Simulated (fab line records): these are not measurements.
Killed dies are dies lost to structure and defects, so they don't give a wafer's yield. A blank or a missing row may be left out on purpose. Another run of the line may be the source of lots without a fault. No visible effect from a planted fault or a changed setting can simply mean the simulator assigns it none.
Problem report in the 8D (eight disciplines) form, filled by code ; flow sky130 ; the parts of the form that need people (team, actions taken, sign-off) are left out

1. THE PROBLEM
Mean of doseIonsCm2 at SKY_VT_ADJUST_NCORE_IMPLANT_09: 2.7748e+12 across 6 wafers in 2 lots; on wafers with no fault it is 2.4007e+12 (standard deviation 2.8e+09). So: +99 or more standard deviations from the usual mean.
Earliest sighting: wafer L789.1 on implanter-02 at day 11 03:19. The record has a number at this step for 36 wafers belonging to 12 lots. Rule for "out" (also "out of limits"): further than 4 standard deviations from the usual mean. The rest of the wafers with a number are treated as sound.

2. WHAT THIS IS AND IS NOT
question;is;is not
which readings at this step;doseIonsCm2, faradayCurrentUA;beamEnergyKeV, endStationPressureTorr
which lots;L789, L791;L781, L782, L783, L784, L785, L788, L798, L800, L801, L802
which wafers of those lots;all that have a number;-
read on which tools;implanter-02;implanter-01, implanter-04
when;from day 11 03:19;"up to then (18 sound wafers); but 12 sound wafers of L798, L800, L801, L802 came after"

3. SUSPECTS, AND WHAT RULES EACH OUT
Counting: a tool at any process step up to the reading remains a suspect when it ran all the lots that are out and ran no sound lot after the first of those.
- implanter-02 at SKY_VT_ADJUST_NCORE_IMPLANT_09: ruled out as a lasting fault. Following L789 (day 11 03:19), the first lot on it that is out, the sound lots L800, L801, L802 were run on it.
Left after counting: nothing in the record.

4. THE CAUSE (what the simulator had put in)
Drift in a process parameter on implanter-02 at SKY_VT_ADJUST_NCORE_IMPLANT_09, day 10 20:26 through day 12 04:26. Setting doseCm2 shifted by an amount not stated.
Counting ruled it out, wrongly.

5. SEQUENCE OF EFFECTS, ordered by route
Each row: a reading where the mean over the struck wafers with a number is more than 3 standard deviations away from the usual. Only readings whose record carries a usual standard deviation are examined. hours: median over the lots of the time between each lot's start at the first step of this table that gives one and its start at this step. sigmas: the change, counted in usual standard deviations.
hours;step;reading;usual;on struck wafers;change;sigmas
0;SKY_VT_ADJUST_NCORE_IMPLANT_09;doseIonsCm2;2.4007e+12;2.7748e+12;+3.7410e+11;+99 or more
0;SKY_VT_ADJUST_NCORE_IMPLANT_09;faradayCurrentUA;13.54;15.67;+2.13;+7.6
Here are the process steps it includes:
- SKY_VT_ADJUST_NCORE_IMPLANT_09

6. HOW IT WOULD HAVE BEEN CAUGHT EARLIER
The fault began at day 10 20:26; the first out-of-limits reading in this record came at day 11 03:19, 7 hours later.
